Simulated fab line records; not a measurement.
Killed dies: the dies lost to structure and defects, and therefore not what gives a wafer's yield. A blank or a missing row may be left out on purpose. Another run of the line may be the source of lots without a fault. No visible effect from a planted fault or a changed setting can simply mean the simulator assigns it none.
fab line records -- flow sky130
[record] lots = 6, wafers = 18, last_day = 50
route steps=708 shown SPACER@306 POLY_CUT@307 PAD_OPEN@708
lots with no fault: from the same line, run without faults
start_h: start of the lot's first displayed wafer, in hours after the record's first day -- wait_h: hours since the lot's step before -- " same as the row above -- L1.1+2: a single row standing in for several wafers -- - value missing, or start not given -- * or withheld: withheld -- < > ~ a bound
route shown NAME@n: a module of which the file shows steps, and the number in the route of the first -- usual: mean and standard deviation over wafers with no fault -- same: alike in all rows -- chamber/n: place in a boat -- sites: the reading at each site -- _std_site: how widely they spread, as a standard deviation -- _edge_site: the outer-site mean with the inner-site mean subtracted -- radius_mm: how far each site lies from the wafer's centre -- mask NAME#n: copy n -- behind: the most recent tool/chamber to have shaped the wafer -- hold: what put the lot on hold/how long, in hours/how the hold closed -- device: which transistor (n, p or np) failed to switch -- end of line: the tests these same wafers got at the end of their route -- where a step has no rows: the recipe by itself -- killed: at the first sort, the dies lost to defects and structure; wafer yield is something else -- map: shows each die of a wafer: x if killed, . if not, _ if none is there
set.NAME: the setting the step ran with; set.NAME@STEP: the setting that earlier step ran with -- model.NAME: the simulator's own value behind a step, which no gauge read
lots at some steps of the route; a table a step, a row a wafer
services: from which hour (start_h, from the record's first day; less than 0 if before it) a tool's chamber was out of use, for how many hours, and why
[[steps]]
[step SKY_SPACER_ETCHBACK_02]
[recipe] chemistry = CH3F/O2, target = Si3N4, stop_on = SiO2, source_w = 400, bias_w = 80, pressure_mtorr = 25, ch3f_flow_sccm = 40, O2_flow_sccm = 30, time_s = 46.7, target_depth_a = 450
[usual] drypump_motor_current_A = 5.8/0.48, oes_product_au = 0.854/0.0056, throttle_valve_pct = 10.561/0.0088
lot.wafer,tool,chamber,start_h,wait_h,drypump_motor_current_A,oes_product_au,rf_hours_counter_h,throttle_valve_pct
L300.2,rie_diel-03,2,532.84,0.0,5.3,0.853,3,10.573
L300.3,rie_diel-03,0,532.84,0.0,6.6,0.849,4,10.572
L300.5,rie_diel-03,0,532.84,0.0,6.6,0.843,-,10.542
L301.2,rie_diel-04,0,543.31,0.0,6.1,0.852,16,10.565
L301.3,rie_diel-04,2,543.31,0.0,5.7,0.857,11,10.561
L301.6,rie_diel-04,0,543.31,0.0,6.1,0.854,-,10.572
L305.1,rie_diel-04,1,586.96,0.1,5.9,0.855,51,10.572
L305.3,rie_diel-04,2,586.96,0.1,5.7,0.852,12,10.565
L305.5,rie_diel-04,2,586.96,0.1,5.7,0.851,-,10.567
L317.1,rie_diel-03,1,682.32,0.1,6.4,0.860,9,10.550
L317.3,rie_diel-03,2,682.32,0.1,5.3,0.851,6,10.553
L317.4,rie_diel-03,3,682.32,0.1,5.5,0.852,0,10.581
L318.2,rie_diel-03,0,690.56,0.0,6.6,0.841,7,10.561
L318.3,rie_diel-03,3,690.56,0.0,5.5,0.857,0,10.548
L318.6,rie_diel-03,0,690.56,0.0,6.6,0.856,-,10.582
L321.1,rie_diel-04,3,711.30,0.1,5.3,0.849,2,10.551
L321.2,rie_diel-04,2,711.30,0.1,5.7,0.855,15,10.552
L321.6,rie_diel-04,2,711.30,0.1,5.7,0.853,-,10.569
[step SKY_POLY_CUT_DEHYDRATE_00]
[recipe] temp_c = 200, time_s = 60
[step SKY_POLY_CUT_HMDS_01]
[recipe] prime_time_s = 60, prime_temp_c = 120
[step SKY_POLY_CUT_COAT_02]
[recipe] resist = BARC, temp_c = withheld, time_s = withheld, spin_rpm = 3000, resist_thk_nm = 60
[step SKY_POLY_CUT_COAT_03]
[recipe] resist = KrF-thick, spin_rpm = 3000, resist_thk_nm = 450
[step SKY_POLY_CUT_SOFTBAKE_04]
[recipe] temp_c = 100, time_s = 90, resist = KrF-thick
[step SKY_POLY_CUT_EXPOSE_05]
[recipe] mask_id = NPCM, na = 0.8, source_shape = annular, sigma_inner = 0.55, sigma_outer = 0.85, target_cd_nm = 270, dose_mj = 32
[step SKY_POLY_CUT_PEB_06]
[recipe] peb_temp_c = withheld, peb_time_s = withheld, resist = KrF-thick
[step SKY_POLY_CUT_DEVELOP_07]
[recipe] develop_time_s = 60, resist = KrF-thick, dev_temp_c = 21
[step SKY_POLY_CUT_CD_MEAS_08]
[recipe] target_cd_nm = 270
[usual] cd_nm = 270.2/1.3
lot.wafer,tool,chamber,start_h,wait_h,cd_nm
L300.2,cd_sem-01,-,562.54,-,269.8
L300.3,cd_sem-01,-,562.54,-,269.6
L300.5,cd_sem-01,-,562.54,-,269.9
L301.2,cd_sem-02,-,573.20,-,269.4
L301.3,cd_sem-02,-,573.20,-,269.8
L301.6,cd_sem-02,-,573.20,-,270.0
L305.1,cd_sem-01,-,615.94,-,268.2
L305.3,cd_sem-01,-,615.94,-,269.8
L305.5,cd_sem-01,-,615.94,-,268.5
L317.1,cd_sem-02,-,710.44,-,271.2
L317.3,cd_sem-02,-,710.44,-,270.8
L317.4,cd_sem-02,-,710.44,-,269.9
L318.2,cd_sem-01,-,718.55,-,268.7
L318.3,cd_sem-01,-,718.55,-,268.8
L318.6,cd_sem-01,-,718.55,-,269.0
L321.1,cd_sem-02,-,738.89,-,270.4
L321.2,cd_sem-02,-,738.89,-,271.0
L321.6,cd_sem-02,-,738.89,-,271.9
[step SKY_POLY_CUT_OVL_MEAS_09]
[usual] POLY_CUT_OVL = 2/6.1
lot.wafer,tool,chamber,start_h,wait_h,POLY_CUT_OVL[nm]
L300.2,overlay-01,-,562.65,0.1,8
L300.3,overlay-01,-,562.65,0.1,6
L300.5,overlay-01,-,562.65,0.1,5
L301.2,overlay-02,-,573.30,0.1,7
L301.3,overlay-02,-,573.30,0.1,3
L301.6,overlay-02,-,573.30,0.1,12
L305.1,overlay-01,-,616.06,0.1,6
L305.3,overlay-01,-,616.06,0.1,1
L305.5,overlay-01,-,616.06,0.1,8
L317.1,overlay-02,-,710.56,0.1,-5
L317.3,overlay-02,-,710.56,0.1,-1
L317.4,overlay-02,-,710.56,0.1,1
L318.2,overlay-01,-,718.65,0.1,-8
L318.3,overlay-01,-,718.65,0.1,-2
L318.6,overlay-01,-,718.65,0.1,-7
L321.1,overlay-02,-,739.01,0.1,4
L321.2,overlay-02,-,739.01,0.1,5
L321.6,overlay-02,-,739.01,0.1,6
[step SKY_POLY_CUT_ETCH_10]
[recipe] chemistry = N2/H2, target = BARC, ion_energy_ev = 200, source_w = 500, bias_w = 100, pressure_mtorr = 30, n2_flow_sccm = 100, h2_flow_sccm = 200, stop_on = SiO2, time_s = 45.9, target_depth_a = 600
[usual] drypump_motor_current_A = 5.5/0.32, n2_flow_sccm = 100.00/0.27, oes_product_au = 0.855/0.005, throttle_valve_pct = 13.226/0.0092
lot.wafer,tool,chamber,start_h,wait_h,drypump_motor_current_A,n2_flow_sccm,oes_product_au,rf_hours_counter_h,throttle_valve_pct
L300.2,rie_diel-02,3,562.68,0.0,5.8,99.65,0.858,3,13.208
L300.3,rie_diel-02,0,562.68,0.0,5.6,99.42,0.845,7,13.227
L300.5,rie_diel-02,0,562.68,0.0,5.6,99.49,0.854,-,13.235
L301.2,rie_diel-01,0,573.33,0.0,5.4,100.20,0.858,9,13.219
L301.3,rie_diel-01,3,573.33,0.0,5.2,100.26,0.858,9,13.236
L301.6,rie_diel-01,0,573.33,0.0,5.3,100.50,0.862,-,13.243
L305.1,rie_diel-01,0,616.09,0.0,5.3,99.51,0.857,9,13.227
L305.3,rie_diel-01,2,616.09,0.0,6.1,99.99,0.863,46,13.230
L305.5,rie_diel-01,2,616.09,0.0,6.1,99.86,0.858,-,13.230
L317.1,rie_diel-01,3,710.59,0.0,5.2,100.12,0.855,11,13.218
L317.3,rie_diel-01,1,710.59,0.0,5.1,99.81,0.856,5,13.210
L317.4,rie_diel-01,2,710.59,0.0,6.1,99.99,0.859,47,13.225
L318.2,rie_diel-01,2,718.68,0.0,6.1,99.86,0.855,47,13.219
L318.3,rie_diel-01,1,718.68,0.0,5.2,100.06,0.854,5,13.239
L318.6,rie_diel-01,1,718.68,0.0,5.1,100.06,0.863,-,13.228
L321.1,rie_diel-02,1,739.04,0.0,5.4,100.20,0.851,1,13.224
L321.2,rie_diel-02,2,739.04,0.0,5.6,99.76,0.852,34,13.216
L321.6,rie_diel-02,3,739.04,0.0,5.8,99.73,0.858,-,13.222
[step SKY_POLY_CUT_ETCH_11]
[recipe] target = Si3N4, chemistry = CF4/CH2F2/Ar, stop_on = poly-Si, source_w = 600, bias_w = 150, pressure_mtorr = 40, cf4_flow_sccm = 40, ch2f2_flow_sccm = 20, Ar_flow_sccm = 150, time_s = 42.5, target_depth_a = 600
[usual] drypump_motor_current_A = 5.5/0.33, oes_product_au = 0.829/0.0074, throttle_valve_pct = 14.994/0.0088
lot.wafer,tool,chamber,start_h,wait_h,drypump_motor_current_A,oes_product_au,rf_hours_counter_h,throttle_valve_pct,model.etch.depth_nm,model.POLY_CUT.feature_depth_nm
L300.2,rie_diel-02,3,562.72,0.0,5.8,0.833,3,14.983,62.55,62.55
L300.3,rie_diel-02,0,562.72,0.0,5.6,0.825,7,14.992,61.98,61.98
L300.5,rie_diel-02,0,562.72,0.0,5.6,0.832,-,14.997,62.18,62.18
L301.2,rie_diel-01,0,573.37,0.0,5.3,0.832,9,14.997,62.24,62.24
L301.3,rie_diel-01,3,573.37,0.0,5.2,0.837,9,14.991,62.83,62.83
L301.6,rie_diel-01,0,573.37,0.0,5.3,0.838,-,15.016,63.04,63.04
L305.1,rie_diel-01,0,616.14,0.0,5.3,0.822,9,14.988,61.13,61.13
L305.3,rie_diel-01,2,616.14,0.0,6.1,0.828,46,14.986,61.22,61.22
L305.5,rie_diel-01,2,616.14,0.0,6.1,0.818,-,14.990,61.34,61.34
L317.1,rie_diel-01,3,710.64,0.0,5.2,0.744,11,14.998,50.35,50.35
L317.3,rie_diel-01,1,710.64,0.0,5.2,0.740,5,14.987,50.86,50.86
L317.4,rie_diel-01,2,710.64,0.0,6.1,0.755,47,14.984,50.88,50.88
L318.2,rie_diel-01,2,718.72,0.0,6.1,0.747,47,14.960,50.6,50.6
L318.3,rie_diel-01,1,718.72,0.0,5.2,0.742,5,14.981,50.79,50.79
L318.6,rie_diel-01,1,718.72,0.0,5.2,0.748,-,14.977,50.3,50.3
L321.1,rie_diel-02,1,739.09,0.0,5.4,0.827,1,14.985,61.4,61.4
L321.2,rie_diel-02,2,739.09,0.0,5.6,0.829,34,14.995,61.48,61.48
L321.6,rie_diel-02,3,739.09,0.0,5.8,0.823,-,14.990,61.72,61.72
[step SKY_POLY_CUT_STRIP_12]
[recipe] chemistry = O2/N2, power_w = 1400, pressure_mtorr = 1500, platen_temp_c = withheld, o2_flow_sccm = 3000, n2_flow_sccm = 300, overash_fraction = 0.5
[usual] drypump_motor_current_A = 5.9/0.53, n2_flow_sccm = 300.0/0.82, oes_product_au = 0.453/0.0043, strip_time_to_endpoint_s = 5.370/0.018
[same] overash_fraction = 0.5
lot.wafer,tool,chamber,start_h,wait_h,drypump_motor_current_A,n2_flow_sccm,oes_product_au,rf_hours_counter_h,strip_time_to_endpoint_s
L300.2,plasma_asher-02,1,562.76,0.0,5.0,298.8,0.445,88,5.382
L300.3,plasma_asher-02,1,562.76,0.0,5.0,299.0,0.447,-,5.380
L300.5,plasma_asher-02,1,562.76,0.0,5.0,300.0,0.453,-,5.378
L301.2,plasma_asher-02,0,573.41,0.0,6.4,298.2,0.455,89,5.389
L301.3,plasma_asher-02,1,573.41,0.0,5.0,299.0,0.454,-,5.397
L301.6,plasma_asher-02,0,573.41,0.0,6.4,299.6,0.458,-,5.382
L305.1,plasma_asher-02,1,616.18,0.0,5.0,299.3,0.464,92,5.395
L305.3,plasma_asher-02,1,616.18,0.0,5.0,299.4,0.458,-,5.395
L305.5,plasma_asher-02,0,616.18,0.0,6.4,301.1,0.456,-,5.387
L317.1,plasma_asher-02,1,710.68,0.0,5.1,299.6,0.447,102,5.360
L317.3,plasma_asher-02,1,710.68,0.0,5.1,299.1,0.448,-,5.367
L317.4,plasma_asher-02,0,710.68,0.0,6.4,301.6,0.450,-,5.346
L318.2,plasma_asher-02,1,718.76,0.0,5.1,299.7,0.452,102,5.379
L318.3,plasma_asher-02,0,718.76,0.0,6.4,300.8,0.453,-,5.372
L318.6,plasma_asher-02,0,718.76,0.0,6.4,300.4,0.446,-,5.350
L321.1,plasma_asher-01,0,739.13,0.0,6.1,299.7,0.455,93,5.338
L321.2,plasma_asher-01,1,739.13,0.0,5.9,301.7,0.454,93,5.354
L321.6,plasma_asher-01,1,739.13,0.0,6.0,300.1,0.451,-,5.356
[step SKY_PAD_OPEN_PROBE_99]
[usual] killed_at_M0_to_M3 = 43/6.7, killed_at_M4_up = 3.2/1.8, killed_at_contacts = 24/4.8, killed_at_front_end = 16/4.2, killed_at_other = 0.3/0.56, killed_dies = 86/8.5, killed_on_rim = 17/3.9, killed_open = 47/6.7, killed_short = 39/6
[same] gross_dies = 492, killed_at_back_side = 0
lot.wafer,tool,chamber,start_h,wait_h,hold,killed_at_M0_to_M3,killed_at_M4_up,killed_at_contacts,killed_at_front_end,killed_at_other,killed_dies,killed_on_rim,killed_open,killed_short
L300.2,prober-02,-,1075.82,0.1,-,43,0,14,14,2,73,15,47,26
L300.3,prober-02,-,1075.87,0.2,-,42,2,21,19,1,85,18,48,37
L300.5,prober-02,-,1075.97,0.2,-,36,4,19,26,0,85,15,47,38
L301.2,prober-01,-,1084.11,0.1,-,38,2,25,19,0,84,16,45,38
L301.3,prober-01,-,1084.16,0.2,-,42,5,26,13,1,87,19,61,26
L301.6,prober-01,-,1084.31,0.2,-,35,4,22,16,0,77,14,33,41
L305.1,prober-01,-,1115.53,0.1,-,52,3,22,12,1,90,17,48,42
L305.3,prober-01,-,1115.63,0.2,-,51,3,25,20,3,102,20,52,48
L305.5,prober-01,-,1115.73,0.2,-,35,3,20,19,1,78,11,39,39
L317.1,prober-01,-,1176.91,0.1,await_dispo/4.1h/scrap,57,2,19,412,2,492,96,53,39
L317.3,prober-01,-,1177.01,0.2,await_dispo/4.1h/scrap,39,1,23,429,0,492,96,37,36
L317.4,prober-01,-,1177.06,0.2,await_dispo/4.1h/scrap,47,4,20,421,0,492,96,52,40
L318.2,prober-02,-,1178.81,0.1,await_dispo/1.7h/scrap,37,5,19,431,0,492,96,47,36
L318.3,prober-02,-,1178.86,0.2,await_dispo/1.7h/scrap,43,1,23,425,0,492,96,44,44
L318.6,prober-02,-,1179.01,0.2,await_dispo/1.7h/scrap,38,3,20,431,0,492,96,44,33
L321.1,prober-01,-,1193.86,0.1,-,43,3,21,12,0,79,11,38,41
L321.2,prober-01,-,1193.91,0.1,-,41,4,23,17,1,86,19,53,33
L321.6,prober-01,-,1194.11,0.2,-,45,3,26,11,0,85,13,38,47
// killed by level:class
L300.2 VIA1:geometric_particle:open=11 VIA2:geometric_particle:open=8 METAL2:geometric_particle:short=8 FIELD_ISO:geometric_particle:open=6 CONTACT:geometric_particle:open=5 VIA1:geometric_particle:short=4 VIA3:geometric_particle:open=4 METAL1:geometric_particle:short=3
L300.3 VIA1:geometric_particle:open=10 CONTACT:geometric_particle:open=8 LI_CONTACT:geometric_particle:open=6 VIA1:geometric_particle:short=6 VIA3:geometric_particle:open=6 METAL2:geometric_particle:short=5 CONTACT:geometric_particle:short=5 VIA2:geometric_particle:open=5
L300.5 VIA1:geometric_particle:open=14 FIELD_ISO:geometric_particle:short=7 CONTACT:geometric_particle:open=7 VIA3:geometric_particle:open=6 LI_CONTACT:geometric_particle:open=5 FIELD_ISO:geometric_particle:open=4 POLY_GATE:geometric_particle:open=4 POLY_GATE:geometric_particle:short=4
L301.2 CONTACT:geometric_particle:open=13 VIA1:geometric_particle:open=10 METAL2:geometric_particle:short=7 FIELD_ISO:geometric_particle:open=5 FIELD_ISO:geometric_particle:short=4 POLY_GATE:geometric_particle:open=4 CONTACT:geometric_particle:short=4 VIA3:geometric_particle:open=4
L301.3 CONTACT:geometric_particle:open=13 VIA1:geometric_particle:open=11 VIA2:geometric_particle:open=10 LI_CONTACT:geometric_particle:open=7 POLY_GATE:geometric_particle:open=5 POLY_GATE:geometric_particle:short=5 VIA3:geometric_particle:open=4 METAL4:geometric_particle:short=4
L301.6 VIA2:geometric_particle:open=8 LI_CONTACT:geometric_particle:short=5 LOCAL_INTERCONNECT:geometric_particle:short=5 CONTACT:geometric_particle:short=5 METAL2:geometric_particle:short=5 POLY_GATE:geometric_particle:short=4 CONTACT:geometric_particle:open=4 VIA1:geometric_particle:open=4
L305.1 VIA1:geometric_particle:open=13 CONTACT:geometric_particle:open=9 VIA3:geometric_particle:open=8 METAL1:geometric_particle:short=6 POLY_GATE:geometric_particle:short=4 LOCAL_INTERCONNECT:geometric_particle:short=4 VIA2:geometric_particle:open=4 VIA1:geometric_particle:short=4
L305.3 VIA1:geometric_particle:open=13 VIA3:geometric_particle:open=8 CONTACT:geometric_particle:open=7 METAL2:geometric_particle:short=7 VIA2:geometric_particle:open=7 LOCAL_INTERCONNECT:geometric_particle:short=6 FIELD_ISO:geometric_particle:short=5 CONTACT:geometric_particle:short=5
L305.5 LI_CONTACT:geometric_particle:open=7 VIA2:geometric_particle:open=6 CONTACT:geometric_particle:short=5 VIA1:geometric_particle:open=5 METAL2:geometric_particle:short=5 FIELD_ISO:geometric_particle:short=4 CONTACT:geometric_particle:open=4 METAL2:geometric_particle:open=4
L317.1 POLY_CUT:area_etch=400 VIA2:geometric_particle:open=12 VIA1:geometric_particle:open=11 CONTACT:geometric_particle:open=9 VIA3:geometric_particle:open=8 METAL1:geometric_particle:short=5 VIA1:geometric_particle:short=5 LOCAL_INTERCONNECT:geometric_particle:short=4
L317.3 POLY_CUT:area_etch=419 METAL2:geometric_particle:short=9 CONTACT:geometric_particle:open=8 VIA1:geometric_particle:open=8 CONTACT:geometric_particle:short=7 VIA2:geometric_particle:open=6 VIA3:geometric_particle:open=5 LI_CONTACT:geometric_particle:open=4
L317.4 POLY_CUT:area_etch=400 VIA1:geometric_particle:open=16 LI_CONTACT:geometric_particle:open=8 POLY_GATE:geometric_particle:open=6 METAL2:geometric_particle:short=6 VIA2:geometric_particle:short=6 FIELD_ISO:geometric_particle:open=5 POLY_GATE:geometric_particle:short=5
L318.2 POLY_CUT:area_etch=409 VIA1:geometric_particle:open=10 FIELD_ISO:geometric_particle:open=6 CONTACT:geometric_particle:open=6 POLY_GATE:geometric_particle:open=5 METAL1:geometric_particle:short=5 VIA2:geometric_particle:open=5 LI_CONTACT:geometric_particle:short=4
L318.3 POLY_CUT:area_etch=404 CONTACT:geometric_particle:open=9 VIA3:geometric_particle:open=8 FIELD_ISO:geometric_particle:short=7 LI_CONTACT:geometric_particle:open=7 METAL2:geometric_particle:short=7 POLY_GATE:geometric_particle:short=5 VIA1:geometric_particle:open=5
L318.6 POLY_CUT:area_etch=415 VIA1:geometric_particle:open=9 VIA3:geometric_particle:open=6 LI_CONTACT:geometric_particle:open=6 CONTACT:geometric_particle:open=6 VIA1:geometric_particle:short=6 FIELD_ISO:geometric_particle:short=5 FIELD_ISO:geometric_particle:open=5
L321.1 VIA1:geometric_particle:open=14 METAL1:geometric_particle:short=9 LI_CONTACT:geometric_particle:open=7 METAL2:geometric_particle:short=5 POLY_GATE:geometric_particle:short=5 LOCAL_INTERCONNECT:geometric_particle:short=5 CONTACT:geometric_particle:open=5 VIA2:geometric_particle:short=4
L321.2 VIA1:geometric_particle:open=9 VIA2:geometric_particle:open=7 VIA3:geometric_particle:open=7 CONTACT:geometric_particle:open=6 FIELD_ISO:geometric_particle:open=5 LI_CONTACT:geometric_particle:open=5 LOCAL_INTERCONNECT:geometric_particle:short=5 CONTACT:geometric_particle:short=4
L321.6 VIA1:geometric_particle:open=12 VIA1:geometric_particle:short=10 LOCAL_INTERCONNECT:geometric_particle:short=10 LI_CONTACT:geometric_particle:open=7 CONTACT:geometric_particle:open=6 METAL2:geometric_particle:short=5 POLY_GATE:geometric_particle:open=4 METAL3:geometric_particle:short=4
// map L317.1 (x killed, . not)
__________xxxxxxxxxx_________
________xxxxxxxxxxxxxx_______
______xxxxxxxxxxxxxxxxxx_____
_____xxxxxxxxxxxxxxxxxxxx____
____xxxxxxxxxxxxxxxxxxxxxx___
___xxxxxxxxxxxxxxxxxxxxxxxx__
__xxxxxxxxxxxxxxxxxxxxxxxxxx_
_xxxxxxxxxxxxxxxxxxxxxxxxxxxx
_xxxxxxxxxxxxxxxxxxxxxxxxxxxx
_xxxxxxxxxxxxxxxxxxxxxxxxxxxx
_xxxxxxxxxxxxxxxxxxxxxxxxxxxx
_xxxxxxxxxxxxxxxxxxxxxxxxxxxx
_xxxxxxxxxxxxxxxxxxxxxxxxxxxx
_xxxxxxxxxxxxxxxxxxxxxxxxxxxx
_xxxxxxxxxxxxxxxxxxxxxxxxxxxx
__xxxxxxxxxxxxxxxxxxxxxxxxxx_
___xxxxxxxxxxxxxxxxxxxxxxxx__
____xxxxxxxxxxxxxxxxxxxxxx___
_____xxxxxxxxxxxxxxxxxxxx____
______xxxxxxxxxxxxxxxxxx_____
________xxxxxxxxxxxxxx_______
__________xxxxxxxxxx_________
// map L318.2 (x killed, . not)
__________xxxxxxxxxx_________
________xxxxxxxxxxxxxx_______
______xxxxxxxxxxxxxxxxxx_____
_____xxxxxxxxxxxxxxxxxxxx____
____xxxxxxxxxxxxxxxxxxxxxx___
___xxxxxxxxxxxxxxxxxxxxxxxx__
__xxxxxxxxxxxxxxxxxxxxxxxxxx_
_xxxxxxxxxxxxxxxxxxxxxxxxxxxx
_xxxxxxxxxxxxxxxxxxxxxxxxxxxx
_xxxxxxxxxxxxxxxxxxxxxxxxxxxx
_xxxxxxxxxxxxxxxxxxxxxxxxxxxx
_xxxxxxxxxxxxxxxxxxxxxxxxxxxx
_xxxxxxxxxxxxxxxxxxxxxxxxxxxx
_xxxxxxxxxxxxxxxxxxxxxxxxxxxx
_xxxxxxxxxxxxxxxxxxxxxxxxxxxx
__xxxxxxxxxxxxxxxxxxxxxxxxxx_
___xxxxxxxxxxxxxxxxxxxxxxxx__
____xxxxxxxxxxxxxxxxxxxxxx___
_____xxxxxxxxxxxxxxxxxxxx____
______xxxxxxxxxxxxxxxxxx_____
________xxxxxxxxxxxxxx_______
__________xxxxxxxxxx_________
[[services]]
tool,chamber,start_h,hours,kind
rie_diel-02,3,515.38,7.5,repair
rie_diel-03,2,522.08,5.4,repair
rie_diel-03,1,528.15,10.1,repair
rie_diel-03,3,533.69,4.0,repair
rie_diel-02,1,538.61,2.0,repair
rie_diel-03,3,562.19,10.0,repair
plasma_asher-01,-,567.07,2.4,repair
rie_diel-04,3,592.74,7.9,repair
rie_diel-04,0,597.30,23.7,repair
rie_diel-01,-,597.57,0.9,repair
plasma_asher-02,-,600.68,8.6,repair
rie_diel-01,3,609.34,2.6,repair
rie_diel-03,0,612.76,21.7,repair
plasma_asher-01,-,621.18,0.3,repair
rie_diel-04,3,628.36,5.4,repair
rie_diel-02,1,658.27,-,clean
rie_diel-03,-,693.99,0.5,repair
rie_diel-01,2,720.23,-,clean
rie_diel-01,2,720.23,20.3,scheduled_down
rie_diel-01,2,720.23,20.3,vent_cycle
rie_diel-02,0,722.02,6.0,repair
plasma_asher-02,-,733.75,9.0,pm
plasma_asher-02,0,733.75,9.0,vent_cycle
plasma_asher-02,1,733.75,9.0,vent_cycle
[[key]]
[first_sign] step = SKY_POLY_CUT_ETCH_11, reading = oes_product_au, direction = down, sigmas = 11, usual = 0.829, struck = 0.746
[effect] step = SKY_POLY_CUT_ETCH_11, reading = throttle_valve_pct, direction = down, sigmas = 1.5, usual = 14.994, struck = 14.981
[effect] step = SKY_PAD_OPEN_PROBE_99, reading = killed_at_front_end, direction = up, sigmas = 98, usual = 16, struck = 425
[model_effect] step = SKY_POLY_CUT_ETCH_11, value = etch.depth_nm, without = 61.37, struck = 50.63
[more_kills_born_at] SKY_POLY_CUT_ETCH_11@rie_diel-01 = 2447
met_at SKY_POLY_CUT_ETCH_11
struck_wafers L317.1,L317.3,L317.4,L318.2,L318.3,L318.6
later_rows_left_out L317.1,L317.3,L317.4,L318.2,L318.3,L318.6
tester_left_out L317,L318
onset_between 616.14 710.64
[fault] kind = process_parameter_drift, tool = rie_diel-01, chamber = -, onset_h = 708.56, steps = SKY_POLY_CUT_ETCH_11, channel = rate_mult, offset = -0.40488, shape = step, end_h = 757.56
// tester_left_out: of these lots the tester's yield and bins aren't shown, on N5 and GAA mostly nor the transistor test; their killed dies are dies lost to structure and defects alone, not to doping, threshold or leakage, so they don't give the yield
// later_rows_left_out: the simulator's readings of these wafers behind a module that went badly wrong aren't trusted and aren't shown, but for the sort
